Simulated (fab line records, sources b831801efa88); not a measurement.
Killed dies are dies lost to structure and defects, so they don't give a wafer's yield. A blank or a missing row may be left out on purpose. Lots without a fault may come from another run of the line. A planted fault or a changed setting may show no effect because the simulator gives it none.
Chamber matching | flow sky130 | SKY_VIA3_CMP_02 on cmp-02: 4 sister chambers
The step polishes SiO2. 4 wafers are shown with their chamber, then 12 later ones without.

WAFERS WITH THEIR CHAMBER
wafer  | chamber | motor_current_A (A)
L089.2 | 0       | 11.0
L092.3 | 1       | 10.9
L092.4 | 3       | 11.5
L092.5 | 2       | 11.6

WAFERS WITHOUT THEIR CHAMBER
wafer  | motor_current_A (A)
L090.1 | 11.6
L090.5 | 11.2
L090.6 | 12.5
L094.1 | 11.0
L094.4 | 11.4
L094.5 | 12.2
L095.3 | 12.1
L095.4 | 11.4
L095.5 | 10.3
L096.1 | 12.7
L096.3 | 11.5
L096.5 | 11.7

WHICH CHAMBER EACH WENT THROUGH
wafer  | from the rows above               | in truth
L090.1 | can't be placed: 2 or 3 or 0 or 1 | 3
L090.5 | can't be placed: 0 or 1 or 3 or 2 | 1
L090.6 | can't be placed: 2 or 3 or 0 or 1 | 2
L094.1 | can't be placed: 0 or 1 or 3 or 2 | 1
L094.4 | can't be placed: 3 or 2 or 0 or 1 | 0
L094.5 | can't be placed: 2 or 3 or 0 or 1 | 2
L095.3 | can't be placed: 2 or 3 or 0 or 1 | 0
L095.4 | can't be placed: 3 or 2 or 0 or 1 | 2
L095.5 | can't be placed: 1 or 0 or 3 or 2 | 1
L096.1 | can't be placed: 2 or 3 or 0 or 1 | 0
L096.3 | can't be placed: 3 or 2 or 0 or 1 | 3
L096.5 | can't be placed: 2 or 3 or 0 or 1 | 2
Placed correctly: 0 of 12. Can't be placed from these rows: 12 (the true chamber is among the candidates in 12). Placed wrongly: 0.
How it was worked out, from the rows above alone: a wafer's distance from a chamber is the root of the sum, over the readings, of the square of ((its reading less the chamber's mean) divided by the reading's scatter). The wafer belongs to the nearest chamber; if the next one is less than 2 further off, it can't be placed. A chamber's mean is the mean of its shown wafers. The scatter: with one shown wafer a chamber, the root of the mean of the squares of how far each hidden wafer lies from its nearest shown one.
